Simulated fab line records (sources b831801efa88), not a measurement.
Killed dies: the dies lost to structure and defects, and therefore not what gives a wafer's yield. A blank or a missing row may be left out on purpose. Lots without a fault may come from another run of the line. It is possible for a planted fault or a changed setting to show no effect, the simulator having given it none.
2 desks, one fault + flow gf180mcu + each desk has only its own numbers; what lay behind them comes last

THE METROLOGY DESK
Lot by lot, what the gauges showed, no matter which tool ran the lot: averages of those sampled wafers that carry a number. If a lot's mean is further than 4 standard deviations from the usual mean, the lot is out of limits and carries the mark OUT (the distance appears in the brackets). 7 of its 10 readings are shown, namely those furthest out on some lot.
Columns: A = HV_LDD_01_OVL at GF_HV_LDD_OVL_MEAS_20, usual -0.8 nm; B = HV_LDD_2_TW at GF_HV_LDD_TW_MEAS_23, usual 1051; C = cd_nm at GF_HV_LDD_CD_MEAS_31, usual 399.9 nm; D = HV_LDD_02_OVL at GF_HV_LDD_OVL_MEAS_32, usual -0.5 nm; E = HV_LDD_3_TW at GF_HV_LDD_TW_MEAS_38, usual 1416; F = cd_nm at GF_HV_LDD_CD_MEAS_46, usual 399.4 nm; G = HV_LDD_4_TW at GF_HV_LDD_TW_MEAS_50, usual 563
| lot  | first seen here | A    | B    | C     | D    | E    | F     | G   |
|------|-----------------|------|------|-------|------|------|-------|-----|
| L812 | day 11 04:31    | -0.1 | 1032 | 400.4 | -2.4 | 1408 | 399.9 | 567 |
| L822 | day 14 11:02    | -2.4 | 1056 | 399.8 | -2.8 | 1400 | 400.8 | 572 |
| L823 | day 14 15:20    | 1.1  | 1061 | 401.3 | 0.9  | 1438 | 399.6 | 558 |
| L828 | day 16 02:31    | -2.6 | 1049 | 405.8 | 1.1  | 1405 | 402.0 | 567 |
| L831 | day 16 22:50    | -2.1 | 1031 | 399.4 | 0.7  | 1438 | 401.2 | 552 |
| L834 | day 18 00:26    | 1.8  | 1059 | 399.8 | -0.2 | 1427 | 403.7 | 573 |
Result from this desk: across the 6 lots, nothing is out of limits.

AT THE TOOL OWNER'S DESK: implanter-01
For each lot that ran on this tool, the mean over its sampled wafers that have a number, from the tool's own readings at GF_HV_LDD_IMPLANT_21. If a lot's mean is further than 4 standard deviations from the usual mean, the lot is out of limits and carries the mark OUT (the distance appears in the brackets).
Columns: A = faraday_current_uA at GF_HV_LDD_IMPLANT_21, usual 282
| lot  | first seen here | A   |
|------|-----------------|-----|
| L822 | day 15 09:28    | 285 |
| L823 | day 15 13:51    | 278 |
| L834 | day 19 00:15    | 279 |
Result from this desk: across the 3 lots, nothing is out of limits.

PUT TOGETHER
From the metrology desk's view, nothing was out of limits.
Nothing out of limits was seen by the tool owner's desk.

WHAT HAD BEEN PUT IN BY THE SIMULATOR
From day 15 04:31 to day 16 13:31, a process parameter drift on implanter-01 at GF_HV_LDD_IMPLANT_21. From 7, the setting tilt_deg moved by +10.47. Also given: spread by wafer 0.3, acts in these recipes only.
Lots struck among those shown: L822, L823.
